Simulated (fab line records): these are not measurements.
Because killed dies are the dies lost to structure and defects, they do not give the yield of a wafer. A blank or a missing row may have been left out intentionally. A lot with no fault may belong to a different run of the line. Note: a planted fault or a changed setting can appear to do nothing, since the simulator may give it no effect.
Which tool is to blame? | flow sky130 | Sampling: 15 lots, 45 wafers, 5 of 708 route steps

WHAT THE GAUGES READ, wafer by wafer
SKY_SD_P_CD_MEAS_07: target cd 380 nm. Usual: cd-nm at 379.6 nm, with a standard deviation of 2.1.
lot  | measured     | on        | cd-nm (nm)        | flag
L892 | day 25 16:16 | cd-sem-02 | 380.1 380.9 376.9 |
L893 | day 25 18:22 | cd-sem-01 | 380.3 382.2 379.5 |
L897 | day 27 04:10 | cd-sem-02 | 381.7 378.5 379.7 |
L898 | day 28 18:04 | cd-sem-02 | 378.8 378.9 378.5 |
L900 | day 28 18:26 | cd-sem-01 | 382.3 378.9 377.5 |
L899 | day 28 19:40 | cd-sem-02 | 374.2 375.1 374.0 |
L901 | day 28 21:35 | cd-sem-01 | 383.8 383.0 383.8 |
L906 | day 30 07:59 | cd-sem-01 | 377.3 377.2 377.0 |
L907 | day 30 09:49 | cd-sem-01 | 382.0 380.0 381.7 |
L909 | day 31 02:31 | cd-sem-02 | 380.3 381.9 381.1 |
L910 | day 31 19:43 | cd-sem-02 | 377.2 378.6 378.5 |
L911 | day 31 22:08 | cd-sem-02 | 379.6 379.2 376.6 |
L912 | day 32 03:02 | cd-sem-01 | 378.5 377.7 376.6 |
L914 | day 32 18:08 | cd-sem-02 | 380.2 380.3 380.8 |
L915 | day 33 01:07 | cd-sem-02 | 377.4 380.7 378.5 |

SKY_SD_N_TW_MEAS_12. Usual: SD_N_TW gives 3950 (standard deviation 38).
lot  | measured     | on            | SD_N_TW        | flag
L892 | day 28 01:40 | film-metro-04 | 3966 3973 3964 |
L893 | day 28 03:40 | film-metro-04 | 3966 3983 3966 |
L897 | day 29 13:05 | film-metro-02 | 30 30 30       | OFF
L898 | day 31 01:58 | film-metro-02 | 30 30 30       | OFF
L900 | day 31 02:37 | film-metro-04 | 29 29 29       | OFF
L899 | day 31 03:19 | film-metro-04 | 3856 3871 3854 |
L901 | day 31 06:01 | film-metro-02 | 3993 3956 3971 |
L906 | day 32 15:38 | film-metro-02 | 3969 3973 3968 |
L907 | day 32 18:24 | film-metro-04 | 3910 3890 3893 |
L909 | day 33 08:33 | film-metro-01 | 3984 3993 3985 |
L910 | day 34 01:13 | film-metro-02 | 3976 3969 3979 |
L911 | day 34 03:29 | film-metro-02 | 3956 3998 3966 |
L912 | day 34 06:44 | film-metro-01 | 3950 3947 3955 |
L914 | day 35 00:05 | film-metro-02 | 3935 3937 3953 |
L915 | day 35 06:34 | film-metro-02 | 3974 3956 3956 |

TOOL THAT RAN EACH LOT (tool first, then ch and the chambers of the sampled wafers, then the start)
lot  | SKY_POLY_CUT_STRIP_12                | SKY_RES_XHIGH_STRIP_08               | SKY_SD_N_STRIP_11
L892 | plasma-asher-02 ch 0,1, day 24 10:46 | plasma-asher-04 ch 1, day 26 19:22   | plasma-asher-03 ch 0,1, day 28 01:34
L893 | plasma-asher-01 ch 0,1, day 24 13:34 | plasma-asher-02 ch 0,1, day 26 22:25 | plasma-asher-02 ch 0,1, day 28 03:34
L897 | plasma-asher-02 ch 0,1, day 26 00:04 | plasma-asher-02 ch 0,1, day 28 09:22 | plasma-asher-03 ch 0,1, day 29 12:59
L898 | plasma-asher-01 ch 0,1, day 27 14:25 | plasma-asher-01 ch 0,1, day 29 21:49 | plasma-asher-02 ch 0,1, day 31 01:52
L900 | plasma-asher-02 ch 0,1, day 27 14:26 | plasma-asher-04 ch 0,1, day 29 22:10 | plasma-asher-04 ch 0,1, day 31 02:31
L899 | plasma-asher-03 ch 0,1, day 27 14:46 | plasma-asher-02 ch 0,1, day 29 23:04 | plasma-asher-02 ch 0,1, day 31 03:13
L901 | plasma-asher-02 ch 0,1, day 27 16:33 | plasma-asher-01 ch 0,1, day 30 01:13 | plasma-asher-04 ch 0,1, day 31 05:55
L906 | plasma-asher-01 ch 0,1, day 29 03:45 | plasma-asher-01 ch 0, day 31 12:22   | plasma-asher-03 ch 0,1, day 32 15:31
L907 | plasma-asher-02 ch 0,1, day 29 06:10 | plasma-asher-02 ch 0,1, day 31 14:31 | plasma-asher-04 ch 0,1, day 32 18:18
L909 | plasma-asher-01 ch 0,1, day 29 22:53 | plasma-asher-04 ch 0,1, day 32 05:57 | plasma-asher-03 ch 0,1, day 33 08:28
L910 | plasma-asher-02 ch 0,1, day 30 15:34 | plasma-asher-02 ch 0,1, day 32 23:01 | plasma-asher-03 ch 0,1, day 34 01:07
L911 | plasma-asher-02 ch 0,1, day 30 17:58 | plasma-asher-02 ch 0,1, day 33 00:58 | plasma-asher-04 ch 0,1, day 34 03:23
L912 | plasma-asher-03 ch 0,1, day 31 00:16 | plasma-asher-02 ch 0,1, day 33 05:31 | plasma-asher-02 ch 0, day 34 06:37
L914 | plasma-asher-01 ch 0,1, day 31 15:11 | plasma-asher-04 ch 0,1, day 33 22:01 | plasma-asher-03 ch 0,1, day 34 23:59
L915 | plasma-asher-01 ch 0,1, day 31 23:01 | plasma-asher-01 ch 0,1, day 34 03:52 | plasma-asher-02 ch 0,1, day 35 06:28
- SKY_POLY_CUT_STRIP_12: strips in O2/N2.
- SKY_RES_XHIGH_STRIP_08: strips in O2/N2.
- SKY_SD_N_STRIP_11: strips in O2/N2.

WHAT THE TOOLS THEMSELVES READ (means of the sampled wafers that have a number; where no wafer has one, the mark that the record gives instead)
SKY_POLY_CUT_STRIP_12. Usual: chamber-pressure-mTorr 1499.9 mTorr, standard deviation 1.4; drypump-motor-current-A 6.0 A, standard deviation 0.52; oes-product-au 0.452 a.u., standard deviation 0.0043; strip-time-to-endpoint-s 5.348 s, standard deviation 0.016.
lot  | tool            | chamber-pressure-mTorr (mTorr) | drypump-motor-current-A (A) | oes-product-au (a.u.) | strip-time-to-endpoint-s (s) | flag
L892 | plasma-asher-02 | 1499.6                         | 6.1                         | 0.455                 | 5.346                        |
L893 | plasma-asher-01 | 1499.6                         | 5.4                         | 0.453                 | 5.364                        |
L897 | plasma-asher-02 | 1498.9                         | 6.0                         | 0.451                 | 5.337                        |
L898 | plasma-asher-01 | 1497.7                         | 5.5                         | 0.450                 | 5.328                        |
L900 | plasma-asher-02 | 1500.0                         | 6.1                         | 0.455                 | 5.353                        |
L899 | plasma-asher-03 | 1499.7                         | 6.5                         | 0.454                 | 5.347                        |
L901 | plasma-asher-02 | 1500.0                         | 6.1                         | 0.451                 | 5.336                        |
L906 | plasma-asher-01 | 1499.4                         | 5.5                         | 0.450                 | 5.343                        |
L907 | plasma-asher-02 | 1499.8                         | 6.1                         | 0.452                 | 5.354                        |
L909 | plasma-asher-01 | 1498.8                         | 5.9                         | 0.454                 | 5.348                        |
L910 | plasma-asher-02 | 1498.6                         | 6.1                         | 0.447                 | 5.342                        |
L911 | plasma-asher-02 | 1500.4                         | 6.1                         | 0.452                 | 5.330                        |
L912 | plasma-asher-03 | 1499.2                         | 6.4                         | 0.451                 | 5.352                        |
L914 | plasma-asher-01 | 1500.9                         | 6.0                         | 0.450                 | 5.365                        |
L915 | plasma-asher-01 | 1499.0                         | 5.9                         | 0.447                 | 5.348                        |

SKY_RES_XHIGH_STRIP_08. Usual: chamber-pressure-mTorr 1500.0 mTorr, standard deviation 1.4; drypump-motor-current-A 5.8 A, standard deviation 0.46; oes-product-au 0.711 a.u., standard deviation 0.0042; strip-time-to-endpoint-s 14.26 s, standard deviation 0.037.
lot  | tool            | chamber-pressure-mTorr (mTorr) | drypump-motor-current-A (A) | oes-product-au (a.u.) | strip-time-to-endpoint-s (s) | flag
L892 | plasma-asher-04 | 1499.7                         | 5.4                         | 0.717                 | 14.25                        |
L893 | plasma-asher-02 | 1500.6                         | 6.1                         | 0.711                 | 14.26                        |
L897 | plasma-asher-02 | -                              | -                           | -                     | -                            | OFF
L898 | plasma-asher-01 | -                              | -                           | -                     | -                            | OFF
L900 | plasma-asher-04 | -                              | -                           | -                     | -                            | OFF
L899 | plasma-asher-02 | 1499.6                         | 6.1                         | 0.712                 | 14.28                        |
L901 | plasma-asher-01 | 1498.5                         | 5.9                         | 0.711                 | 14.30                        |
L906 | plasma-asher-01 | 1501.4                         | 5.0                         | 0.710                 | 14.25                        |
L907 | plasma-asher-02 | 1500.7                         | 6.1                         | 0.709                 | 14.24                        |
L909 | plasma-asher-04 | 1500.2                         | 5.4                         | 0.717                 | 14.23                        |
L910 | plasma-asher-02 | 1499.0                         | 6.1                         | 0.708                 | 14.30                        |
L911 | plasma-asher-02 | 1500.1                         | 6.0                         | 0.710                 | 14.23                        |
L912 | plasma-asher-02 | 1500.5                         | 6.1                         | 0.709                 | 14.26                        |
L914 | plasma-asher-04 | 1499.0                         | 5.4                         | 0.707                 | 14.26                        |
L915 | plasma-asher-01 | 1499.2                         | 6.0                         | 0.707                 | 14.22                        |

SKY_SD_N_STRIP_11. Usual: chamber-pressure-mTorr 1500.0 mTorr, standard deviation 1.3; drypump-motor-current-A 6.1 A, standard deviation 0.4; oes-product-au 0.528 a.u., standard deviation 0.004; strip-time-to-endpoint-s 22.54 s, standard deviation 0.044.
lot  | tool            | chamber-pressure-mTorr (mTorr) | drypump-motor-current-A (A) | oes-product-au (a.u.) | strip-time-to-endpoint-s (s) | flag
L892 | plasma-asher-03 | 1500.7                         | 6.5                         | 0.524                 | 22.53                        |
L893 | plasma-asher-02 | 1500.2                         | 6.1                         | 0.533                 | 22.61                        |
L897 | plasma-asher-03 | 1500.0                         | 6.4                         | 0.612                 | 39.42                        | OFF
L898 | plasma-asher-02 | 1500.1                         | 6.1                         | 0.616                 | 39.54                        | OFF
L900 | plasma-asher-04 | 1498.7                         | 5.5                         | 0.618                 | 39.42                        | OFF
L899 | plasma-asher-02 | 1500.3                         | 6.1                         | 0.530                 | 22.55                        |
L901 | plasma-asher-04 | 1500.7                         | 5.4                         | 0.532                 | 22.49                        |
L906 | plasma-asher-03 | 1500.4                         | 6.4                         | 0.525                 | 22.61                        |
L907 | plasma-asher-04 | 1500.0                         | 5.4                         | 0.530                 | 22.47                        |
L909 | plasma-asher-03 | 1500.6                         | 6.4                         | 0.528                 | 22.51                        |
L910 | plasma-asher-03 | 1500.4                         | 6.4                         | 0.527                 | 22.53                        |
L911 | plasma-asher-04 | 1500.1                         | 5.4                         | 0.526                 | 22.58                        |
L912 | plasma-asher-02 | 1498.6                         | 6.2                         | 0.530                 | 22.56                        |
L914 | plasma-asher-03 | 1500.3                         | 6.4                         | 0.525                 | 22.45                        |
L915 | plasma-asher-02 | 1501.1                         | 6.1                         | 0.523                 | 22.57                        |

THE ANSWER, worked out from the rows above alone
Rule: take the mean of a lot's wafers that have a number; if it is more than 3 standard deviations from the usual mean, the lot is off. Also off: a lot with no number at a reading for which 4 or more lots have one. Any other lot the step has rows for is counted as sound. After the gauges, taken in route order, come the tools' own readings; for these a lot's mean is taken, as printed above. The first step at which some lot is off is used, and at that step the reading that is off furthest; a lot without a number counts as furthest.
Off: L897, L898, L900, at SKY_SD_N_TW_MEAS_12 (SD_N_TW).
A tool fits if, at a process step before that reading, it ran every lot that is off, and no sound lot after the first of them. The gauges at SKY_SD_N_TW_MEAS_12 aren't tried: what is off there is off at SKY_RES_XHIGH_STRIP_08 too, on other tools, and a gauge's error can't cause that. Of those tried, none fits.

WHAT WAS PUT IN BY THE SIMULATOR
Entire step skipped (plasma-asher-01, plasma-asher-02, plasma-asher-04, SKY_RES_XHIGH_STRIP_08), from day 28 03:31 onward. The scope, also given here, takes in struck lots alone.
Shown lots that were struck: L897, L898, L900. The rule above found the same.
